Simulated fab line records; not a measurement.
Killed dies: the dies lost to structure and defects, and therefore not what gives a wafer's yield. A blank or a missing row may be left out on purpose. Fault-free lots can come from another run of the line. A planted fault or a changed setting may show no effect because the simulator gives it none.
fab line records	flow sky130
record lots=14	wafers=42	lastDay=50
route steps=708 shown FIELD_ISO@1 NWELL@67 VT_ADJUST_PCH@150 LDD_HVN@274
lots untouched by any fault: they come from a run of this same line in which no faults occurred
startH: the number of hours between the record's first day and the start of the first shown wafer of the lot	waitH: hours elapsed since this lot's preceding step	" as in the row above	L1.1+2: a single row standing in for several wafers	- no value, or no start given	* or withheld: withheld	< > ~ a bound
route shown NAME@n: a module of which the file shows steps, and the number in the route of the first	usual: average and standard deviation across the fault-free wafers	same: alike in all rows	chamber/n: place in a boat	sites: readings site by site	_std_site: the values' standard deviation	_edge_site: mean of outer sites minus mean of inner sites	radiusMm: for every site, how far away it sits from the centre of the wafer	mask NAME#n: copy n	behind: the most recent tool/chamber to have shaped the wafer	hold: reason for holding the lot/hours on hold/outcome of the hold	device: transistor that didn't switch, given as n, p or np	end of line: tests of these same wafers at the route's end	where a step has no rows: the recipe by itself	killed: not the wafer's yield, but the dies lost to structure and defects at the first sort	map: per-die view of a wafer (x killed, . not killed, _ where there is no die)
set.NAME: the setting as run; set.NAME@STEP: as run at that earlier step	model.NAME: the simulator's own value behind a step, which no gauge read
route steps across a sampled set of lots; one table per step, one row per wafer
services: a tool's chamber out of use, with start hour (startH, from the record's first day; less than 0 if before it), hours out, and reason
## steps
# step SKY_FIELD_ISO_BOW_MEAS_00
# recipe mode=bow
# usual INCOMING_BOW=-1/5.7
lot.wafer	tool	chamber	startH	waitH	INCOMING_BOW[um]
L878.2	filmMetro-01	-	10.02	-	-7
L878.4	"	-	"	"	-12
L878.5	"	-	"	"	-8
L880.3	filmMetro-01	-	20.04	-	-2
L880.4	"	-	"	"	5
L880.5	"	-	"	"	-11
L881.1	filmMetro-02	-	25.00	-	-1
L881.4	"	-	"	"	-6
L881.5	"	-	"	"	-5
L882.4	filmMetro-02	-	30.06	-	2
L882.5	"	-	"	"	5
L882.6	"	-	"	"	-1
L885.1	filmMetro-02	-	45.00	-	-3
L885.2	"	-	"	"	3
L885.5	"	-	"	"	-1
L887.4	filmMetro-01	-	55.11	-	-3
L887.5	"	-	"	"	3
L887.6	"	-	"	"	-2
L889.2	filmMetro-02	-	65.02	-	-9
L889.3	"	-	"	"	3
L889.6	"	-	"	"	-6
L890.1	filmMetro-02	-	70.00	-	6
L890.4	"	-	"	"	-8
L890.6	"	-	"	"	-5
L891.1	filmMetro-04	-	75.00	-	11
L891.2	"	-	"	"	4
L891.4	"	-	"	"	5
L892.2	filmMetro-02	-	80.02	-	12
L892.4	"	-	"	"	-4
L892.5	"	-	"	"	3
L897.1	filmMetro-01	-	105.00	-	-2
L897.3	"	-	"	"	2
L897.5	"	-	"	"	1
L899.2	filmMetro-02	-	115.02	-	-4
L899.3	"	-	"	"	-3
L899.6	"	-	"	"	5
L900.1	filmMetro-01	-	120.00	-	-6
L900.2	"	-	"	"	-4
L900.3	"	-	"	"	10
L901.4	filmMetro-02	-	125.06	-	-3
L901.5	"	-	"	"	2
L901.6	"	-	"	"	-11
# step SKY_NWELL_STRIP_14
# recipe chemistry=O2/N2	powerW=1400	pressureMtorr=1500	platenTempC=withheld	o2FlowSccm=3000	n2FlowSccm=300	overashFraction=0.5
# usual chamberPressureMTorr=1500.1/1.5	drypumpMotorCurrentA=5.7/0.42	oesProductAu=0.722/0.0049	stripTimeToEndpointS=36.93/0.096
lot.wafer	tool	chamber	startH	waitH	chamberPressureMTorr	drypumpMotorCurrentA	oesProductAu	rfHoursCounterH	stripTimeToEndpointS
L878.2	plasmaAsher-01	1	83.92	0.1	1498.9	5.6	0.722	27	37.10
L878.4	"	1	"	"	1498.7	5.6	0.723	-	37.03
L878.5	"	0	"	"	1500.7	6.4	0.711	-	37.03
L880.3	plasmaAsher-01	1	98.22	0.1	1499.8	5.5	0.725	-	36.86
L880.4	"	0	"	"	1500.5	6.4	0.713	-	36.91
L880.5	"	1	"	"	1501.3	5.5	0.723	-	36.97
L881.1	plasmaAsher-01	0	103.05	0.1	1499.0	6.3	0.721	29	36.98
L881.4	"	0	"	"	1499.4	6.3	0.720	-	37.19
L881.5	"	1	"	"	1501.4	5.5	0.727	-	37.01
L882.4	plasmaAsher-03	1	109.63	0.1	1499.8	6.0	0.721	-	37.00
L882.5	"	1	"	"	1500.4	6.0	0.720	-	36.97
L882.6	"	0	"	"	1498.6	5.1	0.722	-	36.98
L885.1	plasmaAsher-02	0	126.35	0.1	1498.3	5.5	0.723	1	36.87
L885.2	"	1	"	"	1498.9	5.4	0.723	1	36.92
L885.5	"	1	"	"	1502.5	5.4	0.714	-	36.83
L887.4	plasmaAsher-01	0	140.70	0.1	1497.5	6.3	0.720	-	36.89
L887.5	"	0	"	"	1499.3	6.3	0.722	-	37.02
L887.6	"	1	"	"	1500.0	5.5	0.718	-	36.90
L889.2	plasmaAsher-02	1	150.55	0.1	1500.0	5.5	0.721	3	36.94
L889.3	"	0	"	"	1497.5	5.5	0.734	-	36.91
L889.6	"	0	"	"	1501.3	5.5	0.719	-	36.87
L890.1	plasmaAsher-01	1	155.10	0.1	1499.5	5.5	0.719	34	36.85
L890.4	"	1	"	"	1498.8	5.5	0.716	-	36.86
L890.6	"	1	"	"	1499.2	5.5	0.718	-	36.83
L891.1	plasmaAsher-01	1	163.20	0.1	-	-	-	-	-
L891.2	"	0	"	"	-	-	-	-	-
L891.4	"	1	"	"	-	-	-	-	-
L892.2	plasmaAsher-02	1	167.32	0.1	-	-	-	-	-
L892.4	"	1	"	"	-	-	-	-	-
L892.5	"	0	"	"	-	-	-	-	-
L897.1	plasmaAsher-03	1	195.90	0.1	1498.2	6.0	0.723	51	36.88
L897.3	"	0	"	"	1498.8	5.1	0.715	-	36.89
L897.5	"	1	"	"	1498.9	6.0	0.723	-	36.75
L899.2	plasmaAsher-01	0	208.00	0.1	1502.2	6.4	0.726	39	36.99
L899.3	"	1	"	"	1499.5	5.6	0.722	-	37.01
L899.6	"	1	"	"	1499.7	5.6	0.720	-	36.88
L900.1	plasmaAsher-01	0	213.32	0.1	1499.2	6.4	0.725	39	36.93
L900.2	"	1	"	"	1498.8	5.6	0.723	39	36.92
L900.3	"	0	"	"	1499.9	6.4	0.722	-	36.87
L901.4	plasmaAsher-02	0	218.95	0.1	1501.7	5.6	0.720	-	36.91
L901.5	"	1	"	"	1501.3	5.5	0.725	-	36.81
L901.6	"	0	"	"	1498.7	5.5	0.726	-	36.83
# step SKY_NWELL_STRIP_25
# recipe chemistry=O2/N2	powerW=1400	pressureMtorr=1500	platenTempC=withheld	o2FlowSccm=3000	n2FlowSccm=300	overashFraction=0.5
# usual chamberPressureMTorr=1500.0/1.4	drypumpMotorCurrentA=5.7/0.39	oesProductAu=0.722/0.0045	stripTimeToEndpointS=36.95/0.11
lot.wafer	tool	chamber	startH	waitH	chamberPressureMTorr	drypumpMotorCurrentA	oesProductAu	rfHoursCounterH	stripTimeToEndpointS
L878.2	plasmaAsher-02	0	101.80	0.1	1501.5	5.6	0.726	41	36.97
L878.4	"	1	"	"	1496.5	5.5	0.728	-	37.05
L878.5	"	1	"	"	1500.1	5.5	0.728	-	36.93
L880.3	plasmaAsher-01	1	115.90	0.1	1499.3	5.5	0.726	-	36.99
L880.4	"	0	"	"	1499.7	6.4	0.725	-	36.98
L880.5	"	0	"	"	1496.7	6.3	0.727	-	37.04
L881.1	plasmaAsher-02	0	121.75	0.1	1497.6	5.5	0.715	0	37.10
L881.4	"	0	"	"	1500.0	5.6	0.722	-	36.99
L881.5	"	1	"	"	1502.1	5.5	0.724	-	37.11
L882.4	plasmaAsher-03	0	129.15	0.1	1500.5	5.1	0.733	-	36.91
L882.5	"	0	"	"	1501.1	5.1	0.729	-	36.96
L882.6	"	1	"	"	1499.7	6.0	0.720	-	36.91
L885.1	plasmaAsher-01	0	146.37	0.1	1500.3	6.4	0.723	33	36.94
L885.2	"	1	"	"	1500.5	5.5	0.714	33	36.82
L885.5	"	0	"	"	1499.6	6.4	0.719	-	37.01
L887.4	plasmaAsher-02	0	161.03	0.1	1497.9	5.6	0.726	-	37.00
L887.5	"	1	"	"	1501.4	5.5	0.719	-	36.99
L887.6	"	0	"	"	1500.8	5.6	0.719	-	37.01
L889.2	plasmaAsher-03	1	171.52	0.2	1500.5	6.0	0.719	49	36.91
L889.3	"	1	"	"	1498.9	6.0	0.723	-	36.96
L889.6	"	0	"	"	1501.6	5.1	0.722	-	36.86
L890.1	plasmaAsher-02	0	175.85	0.1	1501.3	5.6	0.720	6	36.91
L890.4	"	1	"	"	1498.5	5.4	0.722	-	36.91
L890.6	"	0	"	"	1502.3	5.6	0.721	-	36.78
L891.1	plasmaAsher-03	1	184.02	0.1	1499.0	6.0	0.744	50	81.07
L891.2	"	0	"	"	1500.6	5.1	0.745	50	81.09
L891.4	"	0	"	"	1500.7	5.1	0.737	-	81.12
L892.2	plasmaAsher-03	1	188.57	0.1	1498.1	6.0	0.742	51	81.20
L892.4	"	0	"	"	1499.1	5.1	0.745	-	81.16
L892.5	"	1	"	"	1501.2	6.0	0.738	-	81.30
L897.1	plasmaAsher-02	1	217.84	0.1	1500.9	5.4	0.724	10	36.88
L897.3	"	0	"	"	1499.1	5.5	0.721	-	36.84
L897.5	"	1	"	"	1500.0	5.4	0.721	-	36.90
L899.2	plasmaAsher-03	1	229.75	0.1	1499.3	6.0	0.724	54	37.07
L899.3	"	0	"	"	1500.2	5.1	0.724	-	37.16
L899.6	"	1	"	"	1499.5	6.0	0.726	-	37.20
L900.1	plasmaAsher-03	1	234.79	0.1	1499.6	6.0	0.722	55	36.81
L900.2	"	0	"	"	1502.3	5.1	0.720	55	36.85
L900.3	"	1	"	"	1501.7	6.0	0.717	-	36.80
L901.4	plasmaAsher-02	0	241.17	0.1	1500.3	5.5	0.722	-	37.02
L901.5	"	1	"	"	1498.0	5.5	0.725	-	36.98
L901.6	"	0	"	"	1496.9	5.6	0.727	-	37.07
# step SKY_NWELL_TW_MEAS_26
# usual NWELL_2_TW=497/4.2
lot.wafer	tool	chamber	startH	waitH	NWELL_2_TW
L878.2	filmMetro-03	-	101.91	0.1	500
L878.4	"	-	"	"	500
L878.5	"	-	"	"	497
L880.3	filmMetro-03	-	115.99	0.1	500
L880.4	"	-	"	"	501
L880.5	"	-	"	"	501
L881.1	filmMetro-01	-	121.85	0.1	499
L881.4	"	-	"	"	496
L881.5	"	-	"	"	496
L882.4	filmMetro-02	-	129.25	0.1	492
L882.5	"	-	"	"	492
L882.6	"	-	"	"	495
L885.1	filmMetro-03	-	146.47	0.1	504
L885.2	"	-	"	"	504
L885.5	"	-	"	"	506
L887.4	filmMetro-03	-	161.13	0.1	506
L887.5	"	-	"	"	501
L887.6	"	-	"	"	504
L889.2	filmMetro-02	-	171.63	0.1	492
L889.3	"	-	"	"	491
L889.6	"	-	"	"	492
L890.1	filmMetro-01	-	175.95	0.1	495
L890.4	"	-	"	"	494
L890.6	"	-	"	"	495
L891.1	filmMetro-02	-	184.12	0.1	30
L891.2	"	-	"	"	30
L891.4	"	-	"	"	30
L892.2	filmMetro-02	-	188.68	0.1	30
L892.4	"	-	"	"	30
L892.5	"	-	"	"	30
L897.1	filmMetro-01	-	217.94	0.1	494
L897.3	"	-	"	"	491
L897.5	"	-	"	"	497
L899.2	filmMetro-03	-	229.86	0.1	502
L899.3	"	-	"	"	504
L899.6	"	-	"	"	496
L900.1	filmMetro-02	-	234.89	0.1	496
L900.2	"	-	"	"	495
L900.3	"	-	"	"	497
L901.4	filmMetro-02	-	241.27	0.1	494
L901.5	"	-	"	"	494
L901.6	"	-	"	"	494
# step SKY_VT_ADJUST_PCH_OVL_MEAS_07
# usual VT_ADJUST_PCH_OVL=-0.3/1.5
lot.wafer	tool	chamber	startH	waitH	VT_ADJUST_PCH_OVL[nm]
L878.2	overlay-02	-	224.24	-	0.9
L878.4	"	-	"	"	2.2
L878.5	"	-	"	"	0.8
L880.3	overlay-02	-	241.84	-	-0.9
L880.4	"	-	"	"	-2.3
L880.5	"	-	"	"	-1.0
L881.1	overlay-02	-	248.80	-	-0.7
L881.4	"	-	"	"	-1.3
L881.5	"	-	"	"	-1.2
L882.4	overlay-01	-	257.60	-	-0.4
L882.5	"	-	"	"	-0.6
L882.6	"	-	"	"	-0.4
L885.1	overlay-01	-	278.51	-	-0.8
L885.2	"	-	"	"	0.3
L885.5	"	-	"	"	0.5
L887.4	overlay-02	-	295.35	-	-0.3
L887.5	"	-	"	"	-0.7
L887.6	"	-	"	"	-1.3
L889.2	overlay-01	-	308.89	-	-2.3
L889.3	"	-	"	"	-1.9
L889.6	"	-	"	"	-1.4
L890.1	overlay-02	-	316.75	-	2.8
L890.4	"	-	"	"	1.7
L890.6	"	-	"	"	1.7
L891.1	overlay-01	-	324.06	-	-1.5
L891.2	"	-	"	"	-2.4
L891.4	"	-	"	"	-0.5
L892.2	overlay-02	-	331.11	-	0.9
L892.4	"	-	"	"	-0.8
L892.5	"	-	"	"	0.1
L897.1	overlay-01	-	368.60	-	-1.7
L897.3	"	-	"	"	-3.5
L897.5	"	-	"	"	-2.1
L899.2	overlay-02	-	385.41	-	-1.9
L899.3	"	-	"	"	-1.2
L899.6	"	-	"	"	-1.0
L900.1	overlay-02	-	390.46	-	-2.3
L900.2	"	-	"	"	-4.5
L900.3	"	-	"	"	-0.8
L901.4	overlay-01	-	401.88	-	-0.7
L901.5	"	-	"	"	1.4
L901.6	"	-	"	"	0.3
# step SKY_LDD_HVN_OVL_MEAS_07
# usual LDD_HVN_OVL=-1.2/1.4
lot.wafer	tool	chamber	startH	waitH	LDD_HVN_OVL[nm]
L878.2	overlay-02	-	456.49	0.1	0.2
L878.4	"	-	"	"	0.4
L878.5	"	-	"	"	-0.4
L880.3	overlay-01	-	484.02	0.1	-0.3
L880.4	"	-	"	"	-1.7
L880.5	"	-	"	"	0.0
L881.1	overlay-01	-	494.05	0.1	-6.0
L881.4	"	-	"	"	-3.0
L881.5	"	-	"	"	-2.0
L882.4	overlay-01	-	510.72	0.1	-0.7
L882.5	"	-	"	"	-1.7
L882.6	"	-	"	"	-0.8
L885.1	overlay-01	-	532.71	0.1	-1.9
L885.2	"	-	"	"	-1.6
L885.5	"	-	"	"	-1.0
L887.4	overlay-01	-	551.75	0.1	-1.0
L887.5	"	-	"	"	-2.0
L887.6	"	-	"	"	-0.5
L889.2	overlay-02	-	570.26	0.1	-0.3
L889.3	"	-	"	"	-0.7
L889.6	"	-	"	"	-1.1
L890.1	overlay-01	-	575.31	0.1	-2.0
L890.4	"	-	"	"	0.0
L890.6	"	-	"	"	1.6
L891.1	overlay-02	-	583.86	0.1	-2.0
L891.2	"	-	"	"	-2.9
L891.4	"	-	"	"	-1.8
L892.2	overlay-01	-	590.01	0.1	-2.6
L892.4	"	-	"	"	-1.7
L892.5	"	-	"	"	-3.0
L897.1	overlay-01	-	631.45	0.1	-1.3
L897.3	"	-	"	"	0.0
L897.5	"	-	"	"	0.5
L899.2	overlay-01	-	646.84	0.1	-1.7
L899.3	"	-	"	"	0.1
L899.6	"	-	"	"	0.8
L900.1	overlay-02	-	650.83	0.1	2.4
L900.2	"	-	"	"	-0.6
L900.3	"	-	"	"	0.0
L901.4	overlay-02	-	661.17	0.1	-0.3
L901.5	"	-	"	"	1.4
L901.6	"	-	"	"	-0.4
## services
tool	chamber	startH	hours	kind
plasmaAsher-02	-	70.22	2.8	pm
plasmaAsher-02	-	108.75	9.0	pm
plasmaAsher-02	0	108.75	9.0	ventCycle
plasmaAsher-02	1	108.75	9.0	ventCycle
plasmaAsher-02	0	117.75	-	clean
plasmaAsher-02	1	117.75	-	clean
plasmaAsher-03	-	124.32	2.8	pm
## key
firstSign step=SKY_NWELL_STRIP_14	reading=toolRecord	direction=missing
effect step=SKY_NWELL_STRIP_25	reading=stripTimeToEndpointS	direction=up	sigmas=99+	usual=*	struck=*
effect step=SKY_NWELL_TW_MEAS_26	reading=NWELL_2_TW	direction=down	sigmas=99+	usual=497	struck=30
metAt SKY_NWELL_STRIP_14
struckLots L891,L892
sortLeftOut L891.1,L891.2,L891.4,L892.2,L892.4,L892.5
testerLeftOut L891,L892
notActingAt SKY_FIELD_ISO_BOW_MEAS_00,SKY_VT_ADJUST_PCH_OVL_MEAS_07,SKY_LDD_HVN_OVL_MEAS_07
onsetBetween 155.10 163.20
fault kind=skippedStepWhole	tool=plasmaAsher-01,plasmaAsher-02	chamber=-	onsetH=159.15	steps=SKY_NWELL_STRIP_14	scope=struckLotsOnly
# testerLeftOut: of these lots the tester's yield and bins aren't shown, on N5 and GAA mostly nor the transistor test; their killed dies are dies lost to structure and defects alone, not to doping, threshold or leakage, so they don't give the yield
# sortLeftOut: the simulated sort isn't trusted on such a fault, so these wafers' sort isn't shown, and their yield isn't known
